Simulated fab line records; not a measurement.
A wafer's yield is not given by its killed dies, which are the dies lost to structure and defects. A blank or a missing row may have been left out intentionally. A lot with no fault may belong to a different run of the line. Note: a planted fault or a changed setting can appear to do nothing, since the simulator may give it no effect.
Problem report in the 8D (eight disciplines) form, filled by code -- flow sky130 -- the parts of the form that need people (team, actions taken, sign-off) are left out

## 1. WHAT IS WRONG
At SKY_VIA3_CMP_24, overpolish-run-s averages 18.261 s over 2 wafers from 2 lots, while fault-free wafers read 19.999 s, standard deviation 0.0091. That is -99 or more standard deviations from the usual mean.
The step: polishes, stops on SiO2, t overpolish 20 s, target thk 0 nm.
First observed at day 44 15:08: wafer L331.5, on cmp-02. The record holds 36 wafers of 12 lots with a number at this step. Rule for "out", or "out of limits": more than 4 standard deviations from the usual mean. The other wafers with a number count as sound.

## 2. WHAT IT IS AND WHAT IT IS NOT
question,is,is not
which readings at this step,overpolish-run-s,"motor-current-A, time-to-endpoint-s"
which lots,"L331, L332","L315, L316, L318, L319, L321, L322, L323, L324, L330, L336"
which wafers of those lots,"L331.5, L332.2","L331.3, L331.6, L332.4, L332.5"
read on which tools,cmp-02,cmp-01
when,from day 44 15:08,"up to then (29 sound wafers); but 5 sound wafers of L332, L336 came after"

## 3. SUSPECTS, AND WHAT RULES EACH OUT
Counting: a tool at a process step up to the reading stays a suspect if it ran every lot that is out. Sound lots after the first of them don't rule it out here, since some wafers of a struck lot are sound.
- pvd-sputter-03 at SKY_CAPM_SPUTTER_02 (material TiN, target thk 200 nm, time 166.7 s): kept. It processed each lot that is out (first: L331, day 41 15:33); up to then, its last sound lot is L324 (day 39 14:53).
- cvd-w-01 at SKY_VIA3_CVD_21 (deposits W, target thk 390 nm, time 117.31 s): kept. It processed each lot that is out (first: L331, day 44 14:37); up to then, its last sound lot is L319 (day 41 06:31).
- cmp-02 at SKY_VIA3_CMP_24 (polishes, stops on SiO2, t overpolish 20 s, target thk 0 nm): kept. It processed each lot that is out (first: L331, day 44 15:08); up to then, its last sound lot is L330 (day 44 05:56). Its own overpolish-run-s readings are out on those wafers.
- cmp-02, SKY_VIA3_CMP_24: wafers that are out in chamber 0, sound lot-mates in chambers 1, 2, 3.
The count leaves pvd-sputter-03 at SKY_CAPM_SPUTTER_02, cvd-w-01 at SKY_VIA3_CVD_21, and cmp-02 at SKY_VIA3_CMP_24.

## 4. THE CAUSE (what the simulator had put in)
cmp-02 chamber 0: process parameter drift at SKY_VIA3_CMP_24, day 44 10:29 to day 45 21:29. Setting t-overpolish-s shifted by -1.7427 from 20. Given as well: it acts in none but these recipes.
Counting left 3 suspects, and this tool is among them.

## 5. THE CHAIN OF EFFECTS, in route order
Each row: a reading where the mean over the struck wafers with a number is more than 3 standard deviations away from the usual. Only readings whose record carries a usual standard deviation are examined. hours: median over the lots of the time between each lot's start at the first step of this table that gives one and its start at this step. sigmas: the change, counted in usual standard deviations.
hours,step,reading,usual,on struck wafers,change,sigmas
0,SKY_VIA3_CMP_24,overpolish-run-s,19.999 s,18.261,-1.738,-99 or more
Process steps it contains:
- SKY_VIA3_CMP_24: polishes, stops on SiO2, t overpolish 20 s, target thk 0 nm.

## 6. HOW IT WOULD HAVE BEEN CAUGHT EARLIER
First out-of-limits reading in this record: day 44 15:08, which is 5 hours after fault onset at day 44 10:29.
